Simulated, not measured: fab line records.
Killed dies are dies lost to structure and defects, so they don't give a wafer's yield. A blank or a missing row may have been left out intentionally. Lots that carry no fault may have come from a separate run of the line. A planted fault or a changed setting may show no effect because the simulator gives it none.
One fault through the eyes of 2 desks / flow sfq line / every desk sees just its own numbers, and what lay behind them comes last

## DESK OF THE TOOL OWNER: litho track-01
The tool's own readings at SFQ_TRILAYER_I2_VIA_LITHO_PEB_070 (peb time 60 s): means of the sampled wafers that have a number, for each lot that ran on this tool. The brackets show how far a lot's mean lies from the usual mean; more than 4 standard deviations puts the lot out of limits, marked OUT.
Columns: A = heater power total W at SFQ_TRILAYER_I2_VIA_LITHO_PEB_070, usual 79.15 W; B = plate temp C at SFQ_TRILAYER_I2_VIA_LITHO_PEB_070, usual 114.98 C
lot=L141; first seen here=day 41 11:06; A=79.13; B=114.81
lot=L143; first seen here=day 42 08:40; A=77.87 (-18) OUT; B=113.49 (-12) OUT
lot=L144; first seen here=day 42 18:21; A=77.91 (-17) OUT; B=113.58 (-12) OUT
lot=L149; first seen here=day 46 07:30; A=79.19; B=115.02
lot=L150; first seen here=day 46 11:04; A=79.17; B=115.10
This desk's finding: out of limits on L143, L144; first on L143, day 42 08:40 (heater power total W at SFQ_TRILAYER_I2_VIA_LITHO_PEB_070). Within limits: L141, L149, L150.

## METROLOGY DESK
Means of the sampled wafers that have a number, per lot and without regard to the tool the lot ran on: this is what the gauges read. The brackets show how far a lot's mean lies from the usual mean; more than 4 standard deviations puts the lot out of limits, marked OUT.
Columns: A = I2_BOW at SFQ_I2_BOW_MEAS_917, usual 3 um; B = I2_OVL at SFQ_I2_OVL_MEAS_918, usual -4 nm
lot=L132; first seen here=day 32 02:41; A=6; B=-8
lot=L141; first seen here=day 36 03:37; A=-0; B=-7
lot=L143; first seen here=day 37 00:35; A=9; B=-11
lot=L144; first seen here=day 37 08:56; A=2; B=-5
lot=L149; first seen here=day 40 19:01; A=2; B=4
lot=L150; first seen here=day 40 21:59; A=7; B=5
This desk found nothing out of limits on any of the 6 lots.

## ALL TOGETHER
On L143, L144, at day 42 08:40, an alarm was possible from the tool owner's desk.
From the metrology desk's view, nothing was out of limits.
The metrology desk has L143, L144 on record, within its limits.
Of the lots named, all ran SFQ_TRILAYER_I2_VIA_LITHO_PEB_070 on litho track-01.

## WHAT THE SIMULATOR HAD INSERTED
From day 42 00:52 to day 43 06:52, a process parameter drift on litho track-01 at SFQ_TRILAYER_I2_VIA_LITHO_PEB_070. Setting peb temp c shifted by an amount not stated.
Struck lots among those shown: L143, L144.
Hours from the fault's start to each desk's first reading out of limits: the tool owner's desk, 8.
